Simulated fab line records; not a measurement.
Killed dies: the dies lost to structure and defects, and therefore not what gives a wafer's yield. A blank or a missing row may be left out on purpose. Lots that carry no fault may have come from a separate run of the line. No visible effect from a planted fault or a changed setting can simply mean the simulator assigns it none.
fab line records ; flow sky130
record: lots: 5; wafers: 14; last-day: 50
route steps=708 shown SD_P@322 RES_XHIGH@332
lots untouched by any fault: they come from a run of this same line in which no faults occurred
start-h: start of the lot's first displayed wafer, in hours after the record's first day ; wait-h: hours since the lot's step before ; " same as the row above ; L1.1+2: one row covering several wafers at once ; - no value present, or no start provided ; * or withheld: withheld ; < > ~ a bound
route shown NAME@n: names a module that has steps shown in the file, with the first one's number in the route ; usual: average and standard deviation across the fault-free wafers ; same: alike in all rows ; chamber/n: place in a boat ; sites: per-site readings ; _std_site: how widely they spread, as a standard deviation ; _edge_site: inner sites' mean taken away from outer sites' mean ; radius-mm: for every site, how far away it sits from the centre of the wafer ; mask NAME#n: copy n ; behind: the most recent tool/chamber to have shaped the wafer ; hold: what put the lot on hold/how long, in hours/how the hold closed ; device: whichever transistor did not switch (one of n, p or np) ; end of line: the tests these same wafers got at the end of their route ; for a step that has no rows: nothing shown but its recipe ; killed: count of dies lost to structure and defects at first sort (not the wafer's yield) ; map: per-die view of a wafer (x killed, . not killed, _ where there is no die)
set.NAME: setting as actually run; set.NAME@STEP: the setting as run at that earlier step ; model.NAME: the simulator's own value behind a step, which no gauge read
lots at some steps of the route; a table a step, a row a wafer
services: from which hour (start-h, from the record's first day; less than 0 if before it) a tool's chamber was out of use, for how many hours, and why
== steps ==
step: SKY_SD_P_COAT_02
recipe: resist: NOVOLAK; spin-rpm: 3000; resist-thk-nm: 1140
step: SKY_SD_P_SOFTBAKE_03
recipe: temp-c: 90; time-s: 60; resist: NOVOLAK
step: SKY_SD_P_EXPOSE_04
recipe: mask-id: PSDM; na: 0.6; source-shape: conventional; sigma-outer: 0.6; polarization: unpolarized; target-cd-nm: 380; dose-mj: 138
step: SKY_SD_P_PEB_05
recipe: temp-c: withheld; time-s: *; resist: NOVOLAK
step: SKY_SD_P_DEVELOP_06
recipe: resist: NOVOLAK; developer: TMAH; develop-time-s: 60; dev-temp-c: 23
step: SKY_SD_P_CD_MEAS_07
recipe: target-cd-nm: 380
usual: cd-nm: 380.5/2.4
lot.wafer;tool;chamber;start-h;wait-h;cd-nm
L634.2;cd-sem-02;-;598.77;0.1;378.1
L634.4;cd-sem-02;-;598.77;0.1;378.0
L634.6;cd-sem-02;-;598.77;0.1;378.4
L639.1;cd-sem-02;-;649.70;0.1;377.4
L639.4;cd-sem-02;-;649.70;0.1;378.3
L639.5;cd-sem-02;-;649.70;0.1;379.9
L651.2;cd-sem-02;-;741.22;0.1;380.2
L651.5;cd-sem-02;-;741.22;0.1;377.1
L653.1;cd-sem-01;-;760.20;0.1;380.7
L653.3;cd-sem-01;-;760.20;0.1;381.1
L653.6;cd-sem-01;-;760.20;0.1;379.8
L654.1;cd-sem-01;-;764.45;0.1;380.5
L654.3;cd-sem-01;-;764.45;0.1;380.6
L654.6;cd-sem-01;-;764.45;0.1;380.7
step: SKY_SD_P_OVL_MEAS_08
usual: SD_P_OVL: -0.2/1.4
lot.wafer;tool;chamber;start-h;wait-h;SD_P_OVL[nm]
L634.2;overlay-02;-;598.88;0.1;-0.9
L634.4;overlay-02;-;598.88;0.1;-1.1
L634.6;overlay-02;-;598.88;0.1;0.3
L639.1;overlay-02;-;649.82;0.1;-3.1
L639.4;overlay-02;-;649.82;0.1;-1.8
L639.5;overlay-02;-;649.82;0.1;-0.8
L651.2;overlay-02;-;741.33;0.1;1.7
L651.5;overlay-02;-;741.33;0.1;0.4
L653.1;overlay-01;-;760.32;0.1;-1.7
L653.3;overlay-01;-;760.32;0.1;-0.3
L653.6;overlay-01;-;760.32;0.1;-1.7
L654.1;overlay-02;-;764.57;0.1;-0.2
L654.3;overlay-02;-;764.57;0.1;-2.9
L654.6;overlay-02;-;764.57;0.1;-0.9
step: SKY_SD_P_IMPLANT_09
recipe: species: BF2; energy-kev: 20; dose-cm2: 3e+15; tilt-deg: 0
step: SKY_SD_P_STRIP_10
recipe: chemistry: O2/N2; power-w: 1400; pressure-mtorr: 1500; platen-temp-c: withheld; o2-flow-sccm: 3000; n2-flow-sccm: 300; overash-fraction: 0.5
usual: drypump-motor-current-A: 5.6/0.36; oes-product-au: 0.617/0.0046; strip-time-to-endpoint-s: 17.50/0.041
lot.wafer;tool;chamber;start-h;wait-h;drypump-motor-current-A;oes-product-au;rf-hours-counter-h;strip-time-to-endpoint-s
L634.2;plasma-asher-03;1;599.06;0.1;5.6;0.615;79;17.52
L634.4;plasma-asher-03;0;599.06;0.1;5.7;0.619;-;17.60
L634.6;plasma-asher-03;0;599.06;0.1;5.7;0.625;-;17.57
L639.1;plasma-asher-01;0;650.01;0.1;5.3;0.611;52;17.50
L639.4;plasma-asher-01;1;650.01;0.1;6.2;0.616;-;17.49
L639.5;plasma-asher-01;1;650.01;0.1;6.1;0.616;-;17.48
L651.2;plasma-asher-01;1;741.51;0.1;6.2;0.623;62;17.46
L651.5;plasma-asher-01;0;741.51;0.1;5.3;0.617;-;17.51
L653.1;plasma-asher-03;1;760.50;0.1;5.6;0.613;96;17.51
L653.3;plasma-asher-03;0;760.50;0.1;5.7;0.622;-;17.51
L653.6;plasma-asher-03;0;760.50;0.1;5.7;0.614;-;17.53
L654.1;plasma-asher-01;0;764.76;0.1;5.3;0.622;64;17.49
L654.3;plasma-asher-01;1;764.76;0.1;6.2;0.617;-;17.55
L654.6;plasma-asher-01;0;764.76;0.1;5.3;0.616;-;17.52
step: SKY_SD_P_TW_MEAS_11
usual: SD_P_TW: 2826/33
lot.wafer;tool;chamber;start-h;wait-h;SD_P_TW
L634.2;film-metro-03;-;599.17;0.1;2815
L634.4;film-metro-03;-;599.17;0.1;2824
L634.6;film-metro-03;-;599.17;0.1;2834
L639.1;film-metro-03;-;650.11;0.1;2829
L639.4;film-metro-03;-;650.11;0.1;2842
L639.5;film-metro-03;-;650.11;0.1;2842
L651.2;film-metro-02;-;741.62;0.1;2781
L651.5;film-metro-02;-;741.62;0.1;2763
L653.1;film-metro-02;-;760.60;0.1;2784
L653.3;film-metro-02;-;760.60;0.1;2782
L653.6;film-metro-02;-;760.60;0.1;2802
L654.1;film-metro-03;-;764.86;0.1;2842
L654.3;film-metro-03;-;764.86;0.1;2857
L654.6;film-metro-03;-;764.86;0.1;2850
step: SKY_RES_XHIGH_DEHYDRATE_00
recipe: temp-c: 200; time-s: 60
step: SKY_RES_XHIGH_HMDS_01
recipe: prime-time-s: 60; prime-temp-c: 120
step: SKY_RES_XHIGH_COAT_02
recipe: resist: NOVOLAK; spin-rpm: 3000; resist-thk-nm: 1140
usual: dispense-pressure-kPa: 53.6/1.7
lot.wafer;tool;chamber;start-h;wait-h;dispense-pressure-kPa;model.NOVOLAK_of_RES_XHIGH_COAT_02.thk-nm
L634.2;litho-track-01;0;613.96;0.1;54.2;1149
L634.4;litho-track-01;0;613.96;0.1;54.2;1144
L634.6;litho-track-01;0;613.96;0.1;54.2;1141
L639.1;litho-track-04;0;663.59;0.1;54.8;1134
L639.4;litho-track-04;0;663.59;0.1;54.8;1140
L639.5;litho-track-04;0;663.59;0.1;54.9;1140
L651.2;litho-track-01;0;754.56;0.1;54.2;1167
L651.5;litho-track-01;0;754.56;0.1;54.2;1144
L653.1;litho-track-03;0;774.05;0.1;50.3;1138
L653.3;litho-track-03;0;774.05;0.1;50.3;1143
L653.6;litho-track-03;0;774.05;0.1;50.3;1134
L654.1;litho-track-04;0;777.54;0.1;54.9;1142
L654.3;litho-track-04;0;777.54;0.1;54.8;1143
L654.6;litho-track-04;0;777.54;0.1;54.9;1139
step: SKY_RES_XHIGH_SOFTBAKE_03
recipe: temp-c: 90; time-s: 60; resist: NOVOLAK
step: SKY_RES_XHIGH_EXPOSE_04
recipe: mask-id: URPM; na: 0.6; source-shape: conventional; sigma-outer: 0.6; polarization: unpolarized; target-cd-nm: 1270; dose-mj: 140
step: SKY_RES_XHIGH_PEB_05
recipe: temp-c: withheld; time-s: *; resist: NOVOLAK
step: SKY_RES_XHIGH_DEVELOP_06
recipe: resist: NOVOLAK; developer: TMAH; develop-time-s: 60; dev-temp-c: 23
lot.wafer;tool;chamber;start-h;wait-h;model.NOVOLAK_of_RES_XHIGH_COAT_02.thk-nm
L634.2;litho-track-04;0;627.56;0.1;1148
L634.4;litho-track-04;0;627.56;0.1;1144
L634.6;litho-track-04;0;627.56;0.1;1140
L639.1;litho-track-01;0;678.03;0.1;1133
L639.4;litho-track-01;0;678.03;0.1;1140
L639.5;litho-track-01;0;678.03;0.1;1139
L651.2;litho-track-04;0;766.76;0.1;1167
L651.5;litho-track-04;0;766.76;0.1;1143
L653.1;litho-track-01;0;786.23;0.1;1138
L653.3;litho-track-01;0;786.23;0.1;1142
L653.6;litho-track-01;0;786.23;0.1;1134
L654.1+3;litho-track-04;0;790.39;0.1;1142
L654.6;litho-track-04;0;790.39;0.1;1139
step: SKY_RES_XHIGH_IMPLANT_07
recipe: species: BF2; energy-kev: 20; dose-cm2: 3.6e+14; tilt-deg: 0
step: SKY_RES_XHIGH_STRIP_08
recipe: chemistry: O2/N2; power-w: 1400; pressure-mtorr: 1500; platen-temp-c: withheld; o2-flow-sccm: 3000; n2-flow-sccm: 300; overash-fraction: 0.5
usual: drypump-motor-current-A: 5.7/0.49; oes-product-au: 0.711/0.0041; strip-time-to-endpoint-s: 14.28/0.043
lot.wafer;tool;chamber;start-h;wait-h;drypump-motor-current-A;oes-product-au;rf-hours-counter-h;strip-time-to-endpoint-s
L634.2;plasma-asher-04;0;627.84;0.1;5.2;0.706;20;14.38
L634.4;plasma-asher-04;0;627.84;0.1;5.2;0.711;-;14.32
L634.6;plasma-asher-04;1;627.84;0.1;5.1;0.708;-;14.29
L639.1;plasma-asher-02;1;678.33;0.1;5.1;0.713;97;14.20
L639.4;plasma-asher-02;0;678.33;0.1;6.3;0.704;-;14.28
L639.5;plasma-asher-02;0;678.33;0.1;6.2;0.715;-;14.27
L651.2;plasma-asher-02;0;767.04;0.1;6.2;0.707;2;14.56
L651.5;plasma-asher-02;1;767.04;0.1;5.1;0.717;-;14.29
L653.1;plasma-asher-01;0;786.91;0.1;5.3;0.708;67;14.26
L653.3;plasma-asher-01;0;786.91;0.1;5.3;0.709;-;14.30
L653.6;plasma-asher-01;0;786.91;0.1;5.3;0.718;-;14.20
L654.1;plasma-asher-01;1;790.69;0.1;6.1;0.707;67;14.29
L654.3;plasma-asher-01;1;790.69;0.1;6.1;0.708;-;14.27
L654.6;plasma-asher-01;1;790.69;0.1;6.2;0.712;-;14.26
step: SKY_RES_XHIGH_TW_MEAS_09
usual: RES_XHIGH_TW: 1641/22
lot.wafer;tool;chamber;start-h;wait-h;RES_XHIGH_TW
L634.2;film-metro-02;-;627.95;0.1;1621
L634.4;film-metro-02;-;627.95;0.1;1625
L634.6;film-metro-02;-;627.95;0.1;1639
L639.1;film-metro-01;-;678.43;0.1;1664
L639.4;film-metro-01;-;678.43;0.1;1670
L639.5;film-metro-01;-;678.43;0.1;1675
L651.2;film-metro-01;-;767.15;0.1;1680
L651.5;film-metro-01;-;767.15;0.1;1672
L653.1;film-metro-03;-;787.01;0.1;1643
L653.3;film-metro-03;-;787.01;0.1;1641
L653.6;film-metro-03;-;787.01;0.1;1643
L654.1;film-metro-02;-;790.79;0.1;1620
L654.3;film-metro-02;-;790.79;0.1;1619
L654.6;film-metro-02;-;790.79;0.1;1604
== services ==
tool;chamber;start-h;hours;kind
plasma-asher-03;-;584.82;1.6;repair
plasma-asher-02;-;618.76;0.7;repair
plasma-asher-03;-;621.27;2.5;repair
plasma-asher-01;-;636.05;6.1;repair
plasma-asher-04;-;672.66;10.0;pm
plasma-asher-04;-;690.14;21.0;repair
plasma-asher-03;-;690.31;0.4;repair
plasma-asher-01;-;694.85;2.8;pm
plasma-asher-02;-;733.80;9.0;pm
plasma-asher-02;0;733.80;9.0;vent-cycle
plasma-asher-02;1;733.80;9.0;vent-cycle
plasma-asher-02;0;742.80;-;clean
plasma-asher-02;1;742.80;-;clean
plasma-asher-03;-;761.68;0.8;repair
== key ==
first-sign: step: SKY_RES_XHIGH_STRIP_08; reading: strip-time-to-endpoint-s; direction: up; sigmas: 6.7; usual: *; struck: *
effect none on later readings
model-effect: step: SKY_RES_XHIGH_COAT_02; value: NOVOLAK_of_RES_XHIGH_COAT_02.thk-nm; without: 1141; struck: 1167
model-effect: step: SKY_RES_XHIGH_DEVELOP_06; value: NOVOLAK_of_RES_XHIGH_COAT_02.thk-nm; without: 1141; struck: 1167
met-at SKY_RES_XHIGH_COAT_02
struck-wafers L651.2
tester-left-out L651
onset-between 613.96 754.56
fault: kind: process-parameter-drift; tool: litho-track-01; chamber: -; onset-h: 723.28; steps: SKY_RES_XHIGH_COAT_02; channel: resist-thk-nm; offset: 26.016; shape: step; end-h: 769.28; scope: struck-wafers-only; acts-in: these-recipes-only; stated: 1140
tester-left-out: of these lots the tester's yield and bins aren't shown, on N5 and GAA mostly nor the transistor test; their killed dies are dies lost to structure and defects alone, not to doping, threshold or leakage, so they don't give the yield
